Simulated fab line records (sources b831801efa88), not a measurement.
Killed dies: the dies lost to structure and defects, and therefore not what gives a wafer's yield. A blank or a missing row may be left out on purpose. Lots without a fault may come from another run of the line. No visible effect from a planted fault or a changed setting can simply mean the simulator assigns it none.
Struck lot and sound lot, side by side / flow sky130 / 17 out of 708 route steps
Sound: the wafers L469.1, L469.4, L469.6. Wafers struck: L478.1, L478.3, L478.5. The cause comes at the end.
Per side, at each step with rows, come the tool, then ch with its chambers, and then its first start. Under that, the readings that differ: sound wafers / struck wafers / difference of the means / sigmas: that difference in standard deviations of wafers without a fault.
alike: readings with means less than 2 such deviations apart, plus words and numbers identical on both sides. not compared: withheld readings, readings lacking a value on some wafer, bounds such as >300 that could conceal the same value, and numbers that have no deviation in the record and whose values overlap.
Wherever a step has rows on one side only, a row that says differs or no value, or a row with sigmas, the two part there. Numbers that don't overlap but have no deviation are shown without sigmas and don't part them. A reading missing from all wafers of one side parts the sides only when that side holds two or more wafers.

first, 1 step without rows for these wafers: SKY_CAP2M_DEVELOP_11 (develop time 60 s).
SKY_CAP2M_OVL_MEAS_12:
  struck on overlay-02, day 43 15:13; sound on overlay-01, day 40 13:19
  alike: CAP2M_OVL
SKY_CAP2M_METAL_ETCH_13: etches TiN in Cl2/BCl3, stops on SiO2, target depth 220 nm, time 62.9 s.
  sound on rieMetal-03 ch 0,1, day 40 13:22; struck on rieMetal-04 ch 0,1, day 43 15:16
  alike: drypumpMotorCurrentA, oesProductAu, throttleValvePct
  not compared: rfHoursCounterH
SKY_CAP2M_STRIP_14: strips in O2/N2.
  sound on plasmaAsher-03 ch 0,1, day 40 13:26; struck on plasmaAsher-01 ch 0,1, day 43 15:20
reading=oesProductAu (a.u.); sound=0.717 0.710 0.716; struck=0.710 0.708 0.699; difference=-0.009; sigmas=-2
  alike: drypumpMotorCurrentA, stripTimeToEndpointS
  not compared: rfHoursCounterH
then, 8 steps without rows for these wafers: SKY_CAP2M_STRIP_15 (strips in post etch residue remover, time 1200 s); SKY_CAP2M_CLEAN_16 (cleans in IPA, time 180 s); SKY_CAP2M_CLEAN_17 (cleans in O3/DIW); SKY_METAL4_DEHYDRATE_05 (time 60 s); SKY_METAL4_HMDS_06 (prime time 60 s); SKY_METAL4_COAT_07 (resist thk 60 nm); SKY_METAL4_COAT_08 (resist thk 1140 nm); SKY_METAL4_SOFTBAKE_09 (time 90 s).
SKY_METAL4_EXPOSE_10: exposes mask MM4, target cd 300 nm.
  sound on krfScanner-01 ch 0, day 41 01:25; struck on krfScanner-02 ch 0, day 44 02:49
  alike: mask, exposureDoseMJCm2
then, 2 steps without rows for these wafers: SKY_METAL4_PEB_11; SKY_METAL4_DEVELOP_12 (develop time 60 s).
SKY_METAL4_CD_MEAS_13: the cd target is 300 nm.
  struck on cdSem-02, day 44 14:04; sound on cdSem-01, day 41 13:31
reading=cdNm (nm); sound=300.4 299.7 299.9; struck=171.9 170.5 233.6; difference=-108.0; sigmas=-72
  not compared: hold
SKY_PAD_OPEN_PROBE_99:
  the record has rows for the sound wafers here (prober-02, day 45 15:37) and none for the struck ones

== WHERE THEY PART ==
Earliest at SKY_CAP2M_STRIP_14; latest, in this record, at SKY_PAD_OPEN_PROBE_99.

WHY: the cause the simulator had injected
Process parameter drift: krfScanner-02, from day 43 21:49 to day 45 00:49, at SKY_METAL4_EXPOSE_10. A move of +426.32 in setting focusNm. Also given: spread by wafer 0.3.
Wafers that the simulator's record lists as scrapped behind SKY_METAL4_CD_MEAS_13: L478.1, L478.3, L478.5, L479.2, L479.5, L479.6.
